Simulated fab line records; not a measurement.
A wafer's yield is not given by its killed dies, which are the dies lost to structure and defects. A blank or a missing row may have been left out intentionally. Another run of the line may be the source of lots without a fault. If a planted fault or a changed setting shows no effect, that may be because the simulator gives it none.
fab line records	flow sky130
[record] lots = 24	wafers = 72	last-day = 50
route steps=708 shown SD_N@356 LI_CONTACT@377 METAL2@483 CAPM@539 METAL3@563 CAP2M@616
lots that met no fault: from a run of the same line without faults
start-h: the number of hours between the record's first day and the start of the first shown wafer of the lot	wait-h: hours from the lot's prior step to this one	" repeats the value in the row above	L1.1+2: several wafers, shown together as one row	- value missing, or start not given	* or withheld: withheld	< > ~ a bound
route shown NAME@n: NAME is a module with steps in the file, n the number in the route of the first one	usual: mean/standard deviation of fault-free wafers	same: alike in all rows	chamber/n: place in a boat	sites: per-site readings	_std_site: how widely they spread, as a standard deviation	_edge_site: mean of outer sites minus mean of inner sites	radius-mm: for every site, how far away it sits from the centre of the wafer	mask NAME#n: copy n	behind: tool/chamber where the wafer was last shaped	hold: why the lot went on hold/how many hours it stayed there/how the hold came to an end	device: whichever transistor did not switch (one of n, p or np)	end of line: the tests these same wafers got at the end of their route	a step without rows: its recipe alone	killed: dies that structure and defects cost at the first sort, which is not the same as the wafer's yield	map: the dies of a wafer, with x for killed, . for not killed, _ for no die there
set.NAME: the setting the step ran with; set.NAME@STEP: the setting that earlier step ran with	model.NAME: the simulator's own value behind a step, which no gauge read
route steps across a sampled set of lots; one table per step, one row per wafer
services: a tool's chamber out of use, with start hour (start-h, from the record's first day; less than 0 if before it), hours out, and reason
[[steps]]
[step SKY_SD_N_RTA_14]
[recipe] temp-c = 1075	time-s = 2	idle-temp-c = 650	ramp-up-c-per-s = 150	ramp-down-c-per-s = 90	ambient = N2
[usual] anneal-temp-c-max = 1080.2/1.3	lamp-power-pct = 15.72/0.052	wafer_temp_C_max = 1078.0/1.4
lot.wafer	tool	chamber	start-h	wait-h	anneal-temp-c-max	lamp-power-pct	wafer_temp_C_max
L074.2	rtp-anneal-02	0	640.55	0.0	1082.3	15.75	1076.8
L074.3	"	0	"	"	1081.5	15.72	1075.9
L074.5	"	0	"	"	1080.0	15.74	1078.2
L076.1	rtp-anneal-02	0	665.79	0.0	1080.0	15.73	1077.6
L076.2	"	0	"	"	1080.6	15.64	1076.7
L076.4	"	0	"	"	1080.2	15.71	1077.4
L075.1	rtp-anneal-02	0	668.69	0.0	1080.6	15.81	1079.0
L075.5	"	0	"	"	1080.5	15.72	1076.7
L075.6	"	0	"	"	1081.2	15.81	1078.2
L077.2	rtp-anneal-02	0	673.50	0.0	1080.5	15.77	1078.0
L077.4	"	0	"	"	1080.9	15.68	1077.3
L077.5	"	0	"	"	1080.0	15.77	1076.1
L078.1	rtp-anneal-02	0	674.30	0.0	1080.7	15.63	1076.0
L078.2	"	0	"	"	1078.7	15.67	1079.1
L078.5	"	0	"	"	1080.1	15.79	1077.5
L079.1	rtp-anneal-02	0	689.59	0.0	1079.8	15.74	1079.1
L079.4	"	0	"	"	1081.1	15.75	1080.0
L079.6	"	0	"	"	1081.7	15.70	1077.2
L080.1	rtp-anneal-01	0	701.24	0.0	1079.0	15.69	1076.1
L080.4	"	0	"	"	1078.7	15.72	1077.1
L080.6	"	0	"	"	1080.9	15.78	1079.0
L081.2	rtp-anneal-02	0	708.50	0.0	1080.7	15.67	1079.5
L081.4	"	0	"	"	1080.5	15.68	1076.8
L081.5	"	0	"	"	1078.4	15.68	1076.3
L082.2	rtp-anneal-01	0	714.35	0.0	1079.8	15.70	1076.8
L082.5	"	0	"	"	1080.7	15.77	1077.7
L082.6	"	0	"	"	1078.8	15.66	1075.8
L083.2	rtp-anneal-02	0	727.11	0.0	1081.8	15.74	1076.7
L083.4	"	0	"	"	1079.9	15.80	1079.6
L083.6	"	0	"	"	1081.0	15.74	1080.2
L084.1	rtp-anneal-01	0	732.89	0.0	1078.1	15.69	1078.5
L084.3	"	0	"	"	1080.2	15.75	1077.2
L084.4	"	0	"	"	1077.7	15.64	1076.9
L085.3	rtp-anneal-02	0	746.74	0.0	1079.9	15.75	1077.2
L085.5	"	0	"	"	1080.2	15.70	1077.5
L085.6	"	0	"	"	1081.0	15.80	1078.7
L086.3	rtp-anneal-01	0	754.36	0.0	1078.8	15.71	1076.2
L086.4	"	0	"	"	1078.1	15.68	1078.7
L086.5	"	0	"	"	1078.7	15.71	1078.7
L087.1	rtp-anneal-02	0	756.42	0.0	1082.5	15.73	1079.0
L087.2	"	0	"	"	1081.6	15.72	1079.3
L087.5	"	0	"	"	1080.1	15.82	1079.7
L088.1	rtp-anneal-01	0	763.82	0.0	1078.7	15.70	1077.0
L088.4	"	0	"	"	1079.1	15.76	1076.4
L088.6	"	0	"	"	1078.8	15.69	1079.1
L089.1	rtp-anneal-02	0	767.15	0.0	1079.4	15.75	1076.2
L089.2	"	0	"	"	1080.6	15.77	1076.3
L089.3	"	0	"	"	1082.1	15.70	1077.9
L090.1	rtp-anneal-01	0	778.37	0.0	1079.0	15.76	1079.3
L090.4	"	0	"	"	1078.9	15.69	1075.2
L090.6	"	0	"	"	1078.9	15.77	1074.8
L092.1	rtp-anneal-02	0	787.45	0.0	1080.5	15.73	1077.5
L092.3	"	0	"	"	1080.3	15.65	1077.8
L092.6	"	0	"	"	1079.4	15.76	1077.6
L091.1	rtp-anneal-01	0	791.94	0.0	1080.6	15.75	1077.8
L091.2	"	0	"	"	1079.2	15.68	1078.3
L091.6	"	0	"	"	1078.8	15.72	1076.6
L093.1	rtp-anneal-02	0	807.74	0.0	1082.1	15.77	1082.5
L093.3	"	0	"	"	1082.1	15.75	1076.7
L093.6	"	0	"	"	1080.6	15.76	1080.9
L095.1	rtp-anneal-01	0	808.60	0.0	1079.6	15.67	1078.1
L095.4	"	0	"	"	1078.8	15.86	1079.2
L095.6	"	0	"	"	1079.5	15.67	1076.0
L094.1	rtp-anneal-02	0	817.99	0.0	1082.6	15.78	1080.1
L094.3	"	0	"	"	1080.8	15.75	1078.9
L094.5	"	0	"	"	1080.8	15.69	1079.4
L096.2	rtp-anneal-01	0	824.40	0.0	1078.9	15.69	1076.8
L096.5	"	0	"	"	1080.0	15.70	1077.9
L096.6	"	0	"	"	1079.2	15.71	1079.6
L097.2	rtp-anneal-02	0	827.85	0.0	1083.9	15.68	1075.3
L097.3	"	0	"	"	1080.4	15.68	1076.8
L097.4	"	0	"	"	1082.1	15.68	1076.3
[step SKY_LI_CONTACT_ETCH_15]
[recipe] target = PSG	chemistry = C4F8/O2/Ar	stop-on = Si	taper-deg = 4.15	mask-material = KrF-thick	source-w = 1500	bias-w = 1200	pressure-mtorr = 40	c4f8-flow-sccm = withheld	O2_flow_sccm = 6	Ar_flow_sccm = 300	time-s = withheld	target-depth-a = 6000
[usual] oes-product-au = 0.837/0.0049
lot.wafer	tool	chamber	start-h	wait-h	oes-product-au
L074.2	rie-diel-02	2	670.98	0.0	0.839
L074.3	"	3	"	"	0.839
L074.5	"	1	"	"	0.833
L076.1	rie-diel-04	1	695.10	0.0	0.835
L076.2	"	2	"	"	0.838
L076.4	"	1	"	"	0.836
L075.1	rie-diel-03	1	698.70	0.0	0.842
L075.5	"	3	"	"	0.836
L075.6	"	0	"	"	0.834
L077.2	rie-diel-02	3	702.13	0.0	0.826
L077.4	"	0	"	"	0.841
L077.5	"	3	"	"	0.833
L078.1	rie-diel-03	2	703.75	0.0	0.847
L078.2	"	3	"	"	0.834
L078.5	"	2	"	"	0.841
L079.1	rie-diel-02	2	718.83	0.0	0.844
L079.4	"	3	"	"	0.838
L079.6	"	3	"	"	0.840
L080.1	rie-diel-04	3	730.17	0.0	0.835
L080.4	"	1	"	"	0.847
L080.6	"	2	"	"	0.836
L081.2	rie-diel-02	0	736.92	0.0	0.839
L081.4	"	2	"	"	0.832
L081.5	"	0	"	"	0.834
L082.2	rie-diel-02	0	742.87	0.0	0.833
L082.5	"	3	"	"	0.824
L082.6	"	2	"	"	0.830
L083.2	rie-diel-02	0	755.65	0.0	0.830
L083.4	"	1	"	"	0.836
L083.6	"	1	"	"	0.843
L084.1	rie-diel-03	1	761.60	0.0	0.830
L084.3	"	2	"	"	0.844
L084.4	"	3	"	"	0.832
L085.3	rie-diel-02	0	774.27	0.0	0.829
L085.5	"	2	"	"	0.835
L085.6	"	3	"	"	0.834
L086.3	rie-diel-04	0	782.88	0.0	0.837
L086.4	"	1	"	"	0.838
L086.5	"	0	"	"	0.839
L087.1	rie-diel-03	0	784.97	0.0	0.838
L087.2	"	2	"	"	0.838
L087.5	"	2	"	"	0.846
L088.1	rie-diel-03	1	792.10	0.0	0.835
L088.4	"	0	"	"	0.833
L088.6	"	2	"	"	0.836
L089.1	rie-diel-02	0	794.87	0.0	0.838
L089.2	"	2	"	"	0.842
L089.3	"	3	"	"	0.840
L090.1	rie-diel-03	2	805.65	0.0	0.838
L090.4	"	1	"	"	0.839
L090.6	"	1	"	"	0.837
L092.1	rie-diel-02	0	814.95	0.0	0.842
L092.3	"	2	"	"	0.842
L092.6	"	1	"	"	0.840
L091.1	rie-diel-03	3	819.43	0.0	0.837
L091.2	"	1	"	"	0.838
L091.6	"	0	"	"	0.836
L093.1	rie-diel-04	2	835.90	0.0	0.849
L093.3	"	0	"	"	0.842
L093.6	"	0	"	"	0.837
L095.1	rie-diel-03	1	836.60	0.0	0.834
L095.4	"	0	"	"	0.829
L095.6	"	0	"	"	0.836
L094.1	rie-diel-02	0	845.80	0.0	0.838
L094.3	"	3	"	"	0.836
L094.5	"	3	"	"	0.840
L096.2	rie-diel-04	3	852.25	0.0	0.834
L096.5	"	1	"	"	0.840
L096.6	"	2	"	"	0.829
L097.2	rie-diel-03	0	856.42	0.0	0.835
L097.3	"	3	"	"	0.841
L097.4	"	1	"	"	0.836
[step SKY_METAL2_SPUTTER_00]
[recipe] material = Ti	target-thk-nm = 15	power-w = 3000	time-s = 10	chamber-pressure-pa = 0.4
[usual] throttle-valve-pct = 30.4/0.91
lot.wafer	tool	chamber	start-h	wait-h	throttle-valve-pct
L074.2	pvd-sputter-01	-	788.34	0.2	29.3
L074.3	"	-	"	"	28.5
L074.5	"	-	"	"	30.7
L076.1	pvd-sputter-04	-	809.87	0.1	30.8
L076.2	"	-	"	"	31.3
L076.4	"	-	"	"	29.7
L075.1	pvd-sputter-01	-	813.62	0.2	30.3
L075.5	"	-	"	"	28.7
L075.6	"	-	"	"	30.6
L077.2	pvd-sputter-02	-	816.66	0.2	31.2
L077.4	"	-	"	"	31.1
L077.5	"	-	"	"	31.6
L078.1	pvd-sputter-04	-	818.26	0.1	30.7
L078.2	"	-	"	"	29.6
L078.5	"	-	"	"	30.7
L079.1	pvd-sputter-01	-	832.76	0.1	28.7
L079.4	"	-	"	"	30.7
L079.6	"	-	"	"	31.3
L080.1	pvd-sputter-01	-	844.55	0.2	29.1
L080.4	"	-	"	"	30.7
L080.6	"	-	"	"	29.1
L081.2	pvd-sputter-01	-	850.68	0.2	31.1
L081.4	"	-	"	"	31.1
L081.5	"	-	"	"	29.2
L082.2	pvd-sputter-02	-	856.51	0.2	31.5
L082.5	"	-	"	"	31.5
L082.6	"	-	"	"	31.7
L083.2	pvd-sputter-01	-	869.01	0.2	30.7
L083.4	"	-	"	"	31.3
L083.6	"	-	"	"	31.2
L084.1	pvd-sputter-04	-	875.83	0.1	29.6
L084.3	"	-	"	"	30.7
L084.4	"	-	"	"	29.9
L085.3	pvd-sputter-04	-	886.90	0.1	29.6
L085.5	"	-	"	"	31.2
L085.6	"	-	"	"	29.9
L086.3	pvd-sputter-04	-	895.20	0.1	29.6
L086.4	"	-	"	"	30.7
L086.5	"	-	"	"	29.4
L087.1	pvd-sputter-01	-	895.55	0.1	30.6
L087.2	"	-	"	"	31.3
L087.5	"	-	"	"	29.0
L088.1	pvd-sputter-04	-	904.16	0.2	29.9
L088.4	"	-	"	"	30.8
L088.6	"	-	"	"	31.0
L089.1	pvd-sputter-01	-	907.15	0.2	31.4
L089.2	"	-	"	"	28.8
L089.3	"	-	"	"	30.9
L090.1	pvd-sputter-04	-	917.41	0.1	29.4
L090.4	"	-	"	"	29.3
L090.6	"	-	"	"	29.7
L092.1	pvd-sputter-02	-	924.96	0.2	29.4
L092.3	"	-	"	"	31.1
L092.6	"	-	"	"	31.2
L091.1	pvd-sputter-02	-	929.95	0.2	31.5
L091.2	"	-	"	"	29.9
L091.6	"	-	"	"	31.4
L093.1	pvd-sputter-02	-	944.01	0.1	30.9
L093.3	"	-	"	"	31.3
L093.6	"	-	"	"	31.5
L095.1	pvd-sputter-04	-	946.70	0.2	30.6
L095.4	"	-	"	"	29.7
L095.6	"	-	"	"	29.5
L094.1	pvd-sputter-02	-	954.85	0.1	31.3
L094.3	"	-	"	"	31.3
L094.5	"	-	"	"	31.5
L096.2	pvd-sputter-04	-	960.69	0.2	30.7
L096.5	"	-	"	"	29.5
L096.6	"	-	"	"	30.7
L097.2	pvd-sputter-04	-	964.55	0.2	29.4
L097.3	"	-	"	"	30.6
L097.4	"	-	"	"	29.5
[step SKY_CAPM_SPUTTER_02]
[recipe] material = TiN	target-thk-nm = 200	temp-c = 300	power-w = 6500	time-s = 166.7	chamber-pressure-pa = 0.4
[usual] throttle-valve-pct = 30.2/0.96
lot.wafer	tool	chamber	start-h	wait-h	throttle-valve-pct
L074.2	pvd-sputter-03	-	843.08	0.0	29.6
L074.3	"	-	"	"	30.4
L074.5	"	-	"	"	30.7
L076.1	pvd-sputter-01	-	864.40	0.1	28.9
L076.2	"	-	"	"	31.3
L076.4	"	-	"	"	28.6
L075.1	pvd-sputter-02	-	870.35	0.1	29.6
L075.5	"	-	"	"	31.6
L075.6	"	-	"	"	31.3
L077.2	pvd-sputter-01	-	873.95	0.0	30.6
L077.4	"	-	"	"	29.0
L077.5	"	-	"	"	30.7
L078.1	pvd-sputter-03	-	874.60	0.1	29.9
L078.2	"	-	"	"	29.2
L078.5	"	-	"	"	29.4
L079.1	pvd-sputter-02	-	888.23	0.1	29.4
L079.4	"	-	"	"	31.2
L079.6	"	-	"	"	29.6
L080.1	pvd-sputter-02	-	899.95	0.1	29.7
L080.4	"	-	"	"	31.4
L080.6	"	-	"	"	31.1
L081.2	pvd-sputter-01	-	905.78	0.0	31.5
L081.4	"	-	"	"	28.6
L081.5	"	-	"	"	30.7
L082.2	pvd-sputter-01	-	911.58	0.0	29.1
L082.5	"	-	"	"	31.5
L082.6	"	-	"	"	30.2
L083.2	pvd-sputter-03	-	923.27	0.0	29.7
L083.4	"	-	"	"	30.5
L083.6	"	-	"	"	29.5
L084.1	pvd-sputter-01	-	930.10	0.1	28.7
L084.3	"	-	"	"	30.5
L084.4	"	-	"	"	29.0
L085.3	pvd-sputter-02	-	940.25	0.0	31.4
L085.5	"	-	"	"	29.7
L085.6	"	-	"	"	31.5
L086.3	pvd-sputter-02	-	948.67	0.0	29.7
L086.4	"	-	"	"	31.4
L086.5	"	-	"	"	31.4
L087.1	pvd-sputter-03	-	949.05	0.1	29.3
L087.2	"	-	"	"	30.5
L087.5	"	-	"	"	29.5
L088.1	pvd-sputter-03	-	956.85	0.1	30.6
L088.4	"	-	"	"	29.4
L088.6	"	-	"	"	29.6
L089.1	pvd-sputter-03	-	960.12	0.1	30.6
L089.2	"	-	"	"	29.7
L089.3	"	-	"	"	29.5
L090.1	pvd-sputter-02	-	970.10	0.1	31.0
L090.4	"	-	"	"	31.0
L090.6	"	-	"	"	30.9
L092.1	pvd-sputter-02	-	977.60	0.1	31.1
L092.3	"	-	"	"	29.7
L092.6	"	-	"	"	31.2
L091.1	pvd-sputter-02	-	982.11	0.1	29.7
L091.2	"	-	"	"	31.3
L091.6	"	-	"	"	29.8
L093.1	pvd-sputter-02	-	995.44	0.1	31.5
L093.3	"	-	"	"	31.1
L093.6	"	-	"	"	29.4
L095.1	pvd-sputter-03	-	997.61	0.1	29.3
L095.4	"	-	"	"	29.5
L095.6	"	-	"	"	30.9
L094.1	pvd-sputter-01	-	1005.51	0.1	31.4
L094.3	"	-	"	"	28.7
L094.5	"	-	"	"	28.8
L096.2	pvd-sputter-01	-	1012.16	0.0	28.9
L096.5	"	-	"	"	29.3
L096.6	"	-	"	"	28.5
L097.2	pvd-sputter-01	-	1014.48	0.0	31.0
L097.3	"	-	"	"	28.4
L097.4	"	-	"	"	28.9
[step SKY_METAL3_CD_MEAS_13]
[recipe] target-cd-nm = 300
[usual] cd-nm = 300.0/1.5
lot.wafer	tool	chamber	start-h	wait-h	cd-nm
L074.2	cd-sem-01	-	895.36	-	299.2
L074.3	"	-	"	"	300.0
L074.5	"	-	"	"	300.0
L076.1	cd-sem-01	-	915.51	-	300.9
L076.2	"	-	"	"	301.4
L076.4	"	-	"	"	301.7
L075.1	cd-sem-01	-	921.88	-	300.6
L075.5	"	-	"	"	300.2
L075.6	"	-	"	"	299.0
L077.2	cd-sem-01	-	924.86	-	302.6
L077.4	"	-	"	"	302.3
L077.5	"	-	"	"	303.0
L078.1	cd-sem-02	-	925.26	-	299.2
L078.2	"	-	"	"	297.9
L078.5	"	-	"	"	299.6
L079.1	cd-sem-01	-	939.76	-	300.7
L079.4	"	-	"	"	300.1
L079.6	"	-	"	"	301.8
L080.1	cd-sem-02	-	950.33	-	299.5
L080.4	"	-	"	"	298.8
L080.6	"	-	"	"	298.5
L081.2	cd-sem-02	-	956.23	-	300.6
L081.4	"	-	"	"	300.9
L081.5	"	-	"	"	298.6
L082.2	cd-sem-01	-	961.46	-	301.3
L082.5	"	-	"	"	300.5
L082.6	"	-	"	"	299.3
L083.2	cd-sem-02	-	972.01	-	301.0
L083.4	"	-	"	"	301.3
L083.6	"	-	"	"	299.7
L084.1	cd-sem-01	-	979.46	-	296.5
L084.3	"	-	"	"	298.7
L084.4	"	-	"	"	297.6
L085.3	cd-sem-02	-	988.83	-	300.6
L085.5	"	-	"	"	301.7
L085.6	"	-	"	"	301.5
L087.1	cd-sem-02	-	997.79	-	299.3
L087.2	"	-	"	"	299.9
L087.5	"	-	"	"	299.9
L086.3	cd-sem-01	-	997.82	-	299.4
L086.4	"	-	"	"	300.3
L086.5	"	-	"	"	299.2
L088.1	cd-sem-01	-	1006.03	-	301.7
L088.4	"	-	"	"	303.5
L088.6	"	-	"	"	302.8
L089.1	cd-sem-02	-	1007.96	-	300.7
L089.2	"	-	"	"	300.3
L089.3	"	-	"	"	301.1
L090.1	cd-sem-02	-	1019.01	-	301.7
L090.4	"	-	"	"	300.2
L090.6	"	-	"	"	301.8
L092.1	cd-sem-02	-	1025.31	-	299.2
L092.3	"	-	"	"	298.4
L092.6	"	-	"	"	299.7
L091.1	cd-sem-01	-	1030.08	-	299.1
L091.2	"	-	"	"	299.6
L091.6	"	-	"	"	300.0
L093.1	cd-sem-01	-	1041.34	-	299.4
L093.3	"	-	"	"	300.8
L093.6	"	-	"	"	300.3
L095.1	cd-sem-01	-	1044.16	-	299.2
L095.4	"	-	"	"	299.4
L095.6	"	-	"	"	299.0
L094.1	cd-sem-02	-	1050.88	-	301.1
L094.3	"	-	"	"	300.1
L094.5	"	-	"	"	300.6
L096.2	cd-sem-01	-	1057.31	-	296.0
L096.5	"	-	"	"	296.3
L096.6	"	-	"	"	297.3
L097.2	cd-sem-01	-	1059.65	-	298.6
L097.3	"	-	"	"	298.0
L097.4	"	-	"	"	298.8
[step SKY_CAP2M_METAL_ETCH_13]
[recipe] target-depth-nm = 220	stop-on = SiO2	chemistry = Cl2/BCl3	target = TiN	pressure-mtorr = 10	icp-w = 900	bias-w = 48.5	Cl2_flow_sccm = 60	bcl3-flow-sccm = 30	time-s = 62.9
[usual] drypump-motor-current-A = 5.7/0.57	oes-product-au = 0.938/0.009	throttle-valve-pct = 21.903/0.011
lot.wafer	tool	chamber	start-h	wait-h	drypump-motor-current-A	oes-product-au	rf-hours-counter-h	throttle-valve-pct
L074.2	rie-metal-03	0	949.36	0.0	6.8	0.940	15	21.901
L074.3	"	1	"	"	5.4	0.936	-	21.910
L074.5	"	0	"	"	6.8	0.949	-	21.902
L076.1	rie-metal-01	0	967.26	0.0	5.9	0.934	3	21.903
L076.2	"	1	"	"	4.9	0.935	12	21.909
L076.4	"	0	"	"	5.9	0.931	-	21.908
L075.1	rie-metal-01	0	974.97	0.0	5.9	0.925	4	21.905
L075.5	"	1	"	"	4.9	0.941	-	21.917
L075.6	"	0	"	"	5.9	0.946	-	21.900
L077.2	rie-metal-03	1	976.64	0.0	5.4	0.941	7	21.912
L077.4	"	1	"	"	5.4	0.935	-	21.896
L077.5	"	1	"	"	5.4	0.945	-	21.894
L078.1	rie-metal-04	0	977.51	0.0	6.3	0.942	14	21.895
L078.2	"	1	"	"	5.3	0.944	6	21.915
L078.5	"	1	"	"	5.3	0.950	-	21.898
L079.1	rie-metal-04	1	990.31	0.0	5.3	0.943	7	21.914
L079.4	"	0	"	"	6.3	0.943	-	21.904
L079.6	"	1	"	"	5.3	0.947	-	21.911
L080.1	rie-metal-01	1	1000.94	0.0	4.9	0.916	14	21.895
L080.4	"	1	"	"	4.9	0.927	-	21.921
L080.6	"	0	"	"	5.9	0.938	-	21.899
L081.2	rie-metal-01	0	1007.71	0.0	5.9	0.930	6	21.909
L081.4	"	1	"	"	4.9	0.941	-	21.902
L081.5	"	1	"	"	4.9	0.941	-	21.912
L082.2	rie-metal-04	1	1012.14	0.0	5.3	0.938	8	21.914
L082.5	"	0	"	"	6.3	0.933	-	21.921
L082.6	"	1	"	"	5.3	0.929	-	21.905
L083.2	rie-metal-04	1	1023.26	0.0	5.3	0.927	9	21.908
L083.4	"	0	"	"	6.3	0.933	-	21.896
L083.6	"	1	"	"	5.3	0.929	-	21.911
L084.1	rie-metal-04	1	1030.17	0.0	5.3	0.940	9	21.885
L084.3	"	0	"	"	6.3	0.924	-	21.890
L084.4	"	1	"	"	5.3	0.927	-	21.906
L085.3	rie-metal-04	1	1037.92	0.0	5.3	0.956	-	21.894
L085.5	"	0	"	"	6.3	0.953	-	21.890
L085.6	"	1	"	"	5.3	0.930	-	21.909
L087.1	rie-metal-01	0	1047.01	0.0	5.9	0.946	8	21.882
L087.2	"	1	"	"	4.9	0.956	17	21.903
L087.5	"	0	"	"	5.9	0.949	-	21.883
L086.3	rie-metal-04	0	1047.33	0.0	6.3	0.938	-	21.909
L086.4	"	1	"	"	5.3	0.947	-	21.898
L086.5	"	0	"	"	6.3	0.951	-	21.906
L088.1	rie-metal-01	0	1054.71	0.0	5.9	0.938	9	21.925
L088.4	"	1	"	"	4.9	0.944	-	21.895
L088.6	"	0	"	"	5.9	0.932	-	21.911
L089.1	rie-metal-04	0	1056.76	0.0	6.3	0.926	18	21.915
L089.2	"	1	"	"	5.3	0.940	11	21.895
L089.3	"	0	"	"	6.3	0.944	-	21.893
L090.1	rie-metal-01	0	1066.76	0.0	5.9	0.940	10	21.905
L090.4	"	0	"	"	5.9	0.921	-	21.905
L090.6	"	1	"	"	4.9	0.924	-	21.906
L092.1	rie-metal-01	1	1071.39	0.0	4.9	0.932	18	21.916
L092.3	"	0	"	"	5.9	0.959	-	21.897
L092.6	"	1	"	"	4.9	0.954	-	21.902
L091.1	rie-metal-04	0	1077.99	0.0	6.3	0.932	20	21.889
L091.2	"	1	"	"	5.3	0.933	12	21.912
L091.6	"	1	"	"	5.3	0.931	-	21.901
L093.1	rie-metal-04	0	1087.31	0.0	6.3	0.948	20	21.873
L093.3	"	1	"	"	5.3	0.953	-	21.896
L093.6	"	1	"	"	5.3	0.950	-	21.892
L095.1	rie-metal-03	1	1089.92	0.0	5.4	0.925	13	21.922
L095.4	"	1	"	"	5.5	0.935	-	21.890
L095.6	"	1	"	"	5.4	0.931	-	21.887
L094.1	rie-metal-03	0	1097.37	0.0	6.8	0.937	23	21.906
L094.3	"	0	"	"	6.8	0.936	-	21.914
L094.5	"	1	"	"	5.4	0.942	-	21.909
L096.2	rie-metal-04	0	1102.77	0.0	6.3	0.938	22	21.896
L096.5	"	0	"	"	6.3	0.945	-	21.902
L096.6	"	1	"	"	5.3	0.932	-	21.919
L097.2	rie-metal-04	0	1104.26	0.0	6.3	0.943	22	21.888
L097.3	"	1	"	"	5.3	0.933	-	21.897
L097.4	"	0	"	"	6.3	0.962	-	21.894
[[services]]
tool	chamber	start-h	hours	kind
pvd-sputter-02	-	637.48	43.3	repair
pvd-sputter-02	-	652.09	2.5	repair
pvd-sputter-01	-	653.49	0.6	repair
pvd-sputter-04	-	661.00	1.6	repair
rie-metal-04	-	670.53	1.2	repair
rie-diel-02	-	691.44	2.8	pm
rie-diel-02	2	696.01	2.9	repair
pvd-sputter-04	-	705.33	2.1	repair
pvd-sputter-01	-	708.76	3.0	repair
rie-diel-02	3	723.93	10.6	repair
pvd-sputter-02	-	756.65	1.0	repair
pvd-sputter-02	-	785.65	0.6	repair
rie-diel-02	1	807.86	5.5	repair
pvd-sputter-04	-	835.29	12.5	repair
rie-diel-02	2	844.96	7.2	repair
rie-diel-02	-	874.98	0.5	repair
pvd-sputter-02	-	904.34	5.0	repair
rie-metal-04	-	904.66	0.3	repair
rie-diel-02	-	932.82	14.6	pm
rie-metal-04	0	948.33	18.1	repair
pvd-sputter-01	-	959.15	2.2	repair
rie-diel-02	1	1007.21	2.4	repair
rie-diel-02	0	1017.41	1.6	repair
rie-diel-02	-	1019.78	1.1	repair
[[key]]
fault none
